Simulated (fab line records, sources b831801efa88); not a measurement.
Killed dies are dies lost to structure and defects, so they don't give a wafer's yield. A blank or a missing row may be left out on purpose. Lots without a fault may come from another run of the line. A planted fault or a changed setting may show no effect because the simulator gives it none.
Tool commonality check | flow gf180mcu | 12 lots, 36 wafers sampled

WHY IT WAS OPENED
At GF_DUAL_GATE_THK_MEAS_03 the reading DUAL_GATE_OXIDATION_00_THK is flagged on 3 of 12 lots. Wafers without a fault read 10.77 nm, standard deviation 0.2.
Rule: a lot is flagged when every wafer of it that has a number lies more than 4 standard deviations from that mean, or none has a number. The other lots count as sound.

lot  | measured     | on            | DUAL_GATE_OXIDATION_00_THK (nm), wafer by wafer | flag
L382 | day 7 20:27  | film_metro-01 | 10.40 10.44 10.60                               |
L383 | day 8 00:57  | film_metro-01 | 10.77 10.79 10.73                               |
L384 | day 8 06:22  | film_metro-01 | 10.59 10.72 10.53                               |
L386 | day 8 16:53  | film_metro-03 | 8.98 9.16 9.09                                  | FLAGGED
L389 | day 9 17:49  | film_metro-04 | 8.57 8.70 8.66                                  | FLAGGED
L391 | day 10 01:04 | film_metro-03 | 8.98 8.85 8.93                                  | FLAGGED
L396 | day 11 14:59 | film_metro-03 | 10.80 11.04 11.01                               |
L397 | day 11 19:59 | film_metro-01 | 10.94 10.88 10.78                               |
L398 | day 12 04:34 | film_metro-03 | 11.20 10.97 10.99                               |
L399 | day 12 11:59 | film_metro-03 | 11.05 11.04 10.95                               |
L400 | day 12 18:36 | film_metro-01 | 10.61 10.87 10.52                               |
L405 | day 14 04:32 | film_metro-03 | 11.06 11.11 10.99                               |
The numbers of the flagged lots are 8.88 nm on average: -1.89 nm against the usual, or -9 standard deviations.

WHICH TOOL RAN EACH LOT
The record holds 3 process steps before the reading, out of a route of 602 steps. In each cell: the tool, then ch and the chambers that the sampled wafers went through, then the start.
lot  | flag    | GF_STI_ETCH_14                  | GF_VT_IMPLANT_STRIP_09               | GF_DUAL_GATE_OXIDATION_02
L382 |         | rie_si-02 ch 0,1,3, day 2 03:28 | plasma_asher-02 ch 0,1, day 5 18:07  | furnace-01 ch 0, day 7 19:01
L383 |         | rie_si-02 ch 0,3, day 2 07:37   | plasma_asher-04 ch 1, day 6 00:17    | furnace-02 ch 0, day 7 23:30
L384 |         | rie_si-02 ch 1,2,3, day 2 12:13 | plasma_asher-04 ch 1, day 6 04:19    | furnace-02 ch 0, day 8 04:55
L386 | FLAGGED | rie_si-01 ch 0,2,3, day 2 22:22 | plasma_asher-03 ch 0,1, day 6 15:23  | furnace-02 ch 0, day 8 15:26
L389 | FLAGGED | rie_si-01 ch 0,2,3, day 3 14:55 | plasma_asher-02 ch 0,1, day 7 12:47  | furnace-02 ch 0, day 9 16:22
L391 | FLAGGED | rie_si-01 ch 1,3, day 3 23:46   | plasma_asher-02 ch 1, day 7 19:58    | furnace-02 ch 0, day 9 23:36
L396 |         | rie_si-02 ch 0,1,2, day 5 01:19 | plasma_asher-04 ch 0,1, day 9 05:56  | furnace-01 ch 0, day 11 13:31
L397 |         | rie_si-02 ch 0,3, day 5 06:29   | plasma_asher-04 ch 0,1, day 9 10:36  | furnace-01 ch 0, day 11 18:33
L398 |         | rie_si-02 ch 0,2,3, day 5 11:40 | plasma_asher-03 ch 0,1, day 9 18:20  | furnace-01 ch 0, day 12 03:06
L399 |         | rie_si-02 ch 0,2,3, day 5 17:14 | plasma_asher-03 ch 0,1, day 10 00:19 | furnace-02 ch 0, day 12 10:32
L400 |         | rie_si-01 ch 1,2,3, day 5 22:34 | plasma_asher-03 ch 0,1, day 10 06:38 | furnace-02 ch 0, day 12 17:09
L405 |         | rie_si-01 ch 0,1,3, day 7 01:34 | plasma_asher-04 ch 0,1, day 11 15:10 | furnace-02 ch 0, day 14 03:06
What these steps do:
- GF_STI_ETCH_14: etches Si in HBr/Cl2/O2, target depth 360 nm, time 102.9 s.
- GF_VT_IMPLANT_STRIP_09: strips in O2/N2.
- GF_DUAL_GATE_OXIDATION_02: stabilise 600 s, purge 300 s, target thk 10.887 nm.
- GF_DUAL_GATE_THK_MEAS_03

FLAGGED OVER TOTAL, TOOL BY TOOL (the gauges that took the reading come last)
step                      | tool            | lots run | flagged | share of the flagged lots | sound lots run after its first flagged lot
GF_STI_ETCH_14            | rie_si-01       | 5        | 3       | all                       | 2 (L400,L405)
GF_STI_ETCH_14            | rie_si-02       | 7        | 0       | none                      | -
GF_VT_IMPLANT_STRIP_09    | plasma_asher-02 | 3        | 2       | some                      | 0
GF_VT_IMPLANT_STRIP_09    | plasma_asher-03 | 4        | 1       | some                      | 3 (L398,L399,L400)
GF_VT_IMPLANT_STRIP_09    | plasma_asher-04 | 5        | 0       | none                      | -
GF_DUAL_GATE_OXIDATION_02 | furnace-01      | 4        | 0       | none                      | -
GF_DUAL_GATE_OXIDATION_02 | furnace-02      | 8        | 3       | all                       | 3 (L399,L400,L405)
GF_DUAL_GATE_THK_MEAS_03  | film_metro-01   | 5        | 0       | none                      | -
GF_DUAL_GATE_THK_MEAS_03  | film_metro-03   | 6        | 2       | some                      | 4 (L396,L398,L399,L405)
GF_DUAL_GATE_THK_MEAS_03  | film_metro-04   | 1        | 1       | some                      | 0

WHAT THE TABLE ALLOWS
2 rows of the table ran every flagged lot: rie_si-01 at GF_STI_ETCH_14, furnace-02 at GF_DUAL_GATE_OXIDATION_02.
- rie_si-01 at GF_STI_ETCH_14: 3 of its 5 lots flagged. Sound lots ran on it after the first flagged one (L400, L405), which a lasting fault on the whole tool wouldn't allow.
- furnace-02 at GF_DUAL_GATE_OXIDATION_02: 3 of its 8 lots flagged. Sound lots ran on it after the first flagged one (L399, L400, L405), which a lasting fault on the whole tool wouldn't allow. Its own readings lie more than 4 standard deviations out on every wafer of the flagged lots: spike_tc_bottom_C, spike_tc_centre_C, spike_tc_lower_C, spike_tc_top_C, spike_tc_upper_C, tube_center_temp_C, tube_center_temp_C_max.
No row of the table ran every flagged lot and no sound lot after the first.

WHAT THE SIMULATOR HAD PUT IN
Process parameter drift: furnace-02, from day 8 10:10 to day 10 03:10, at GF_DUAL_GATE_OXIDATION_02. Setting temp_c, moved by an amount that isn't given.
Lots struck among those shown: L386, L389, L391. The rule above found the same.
